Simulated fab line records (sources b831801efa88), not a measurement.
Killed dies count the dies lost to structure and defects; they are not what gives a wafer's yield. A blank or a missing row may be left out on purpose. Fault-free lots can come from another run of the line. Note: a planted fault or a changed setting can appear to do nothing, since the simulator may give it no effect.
Which tool was responsible? | flow sky130 | 12 lots, 35 wafers sampled, at 1 step of a route of 708

WHAT THE GAUGES SHOWED, per wafer
SKY_SONOS_ONO_THK_MEAS_01.
lot  | measured     | on            | SONOS_ONO_OXIDATION_THK (nm)
L991 | day 12 03:07 | film-metro-03 | 2.46 2.53 2.46
L994 | day 13 02:36 | film-metro-04 | 2.65 2.65 2.60
L996 | day 13 21:14 | film-metro-03 | 2.57 2.57 2.60
L997 | day 13 22:17 | film-metro-01 | 2.56 2.63
L104 | day 16 11:20 | film-metro-04 | 2.56 2.58 2.49
L106 | day 17 17:22 | film-metro-03 | 2.66 2.68 2.60
L105 | day 17 20:34 | film-metro-04 | 2.56 2.62 2.59
L108 | day 18 02:24 | film-metro-01 | 2.61 2.66 2.60
L107 | day 18 05:29 | film-metro-01 | 2.63 2.62 2.61
L109 | day 18 08:05 | film-metro-03 | 2.65 2.65 2.65
L111 | day 18 19:13 | film-metro-04 | 2.60 2.66 2.56
L112 | day 19 13:10 | film-metro-01 | 2.67 2.66 2.63

EACH LOT AND THE TOOL THAT RAN IT (in order: tool; ch and the chambers of the sampled wafers; start)
The record holds no process step before these readings.

WHAT THE TOOLS THEMSELVES READ (means of the sampled wafers that have a number; where no wafer has one, the mark that the record gives instead)
The record holds no such reading with a usual standard deviation.

THE ANSWER, worked out from the rows above alone
Rule: usual is defined by the lots themselves. The widest of any qualifying gaps counts: lots, ordered by their means at a reading, are off when they make up no more than a third of the lots, leave a main group of 4 or more, and stand apart from it by 3 or more times the standard deviation of that group's means. Not used: any main group whose means are identical at the precision the tables above print for the reading. A lot without any number at a reading at which 4 lots or more have one is off too. All remaining lots with rows at the step are treated as sound. First the gauges in route order, then the tools' own readings, where a lot's mean is used as printed above. At the first step where some lot is off, the reading lying furthest off is the one used; lots without a number count as furthest.
No lot is off at any reading shown: from this, nothing can be told.

WHAT HAD BEEN PUT IN BY THE SIMULATOR
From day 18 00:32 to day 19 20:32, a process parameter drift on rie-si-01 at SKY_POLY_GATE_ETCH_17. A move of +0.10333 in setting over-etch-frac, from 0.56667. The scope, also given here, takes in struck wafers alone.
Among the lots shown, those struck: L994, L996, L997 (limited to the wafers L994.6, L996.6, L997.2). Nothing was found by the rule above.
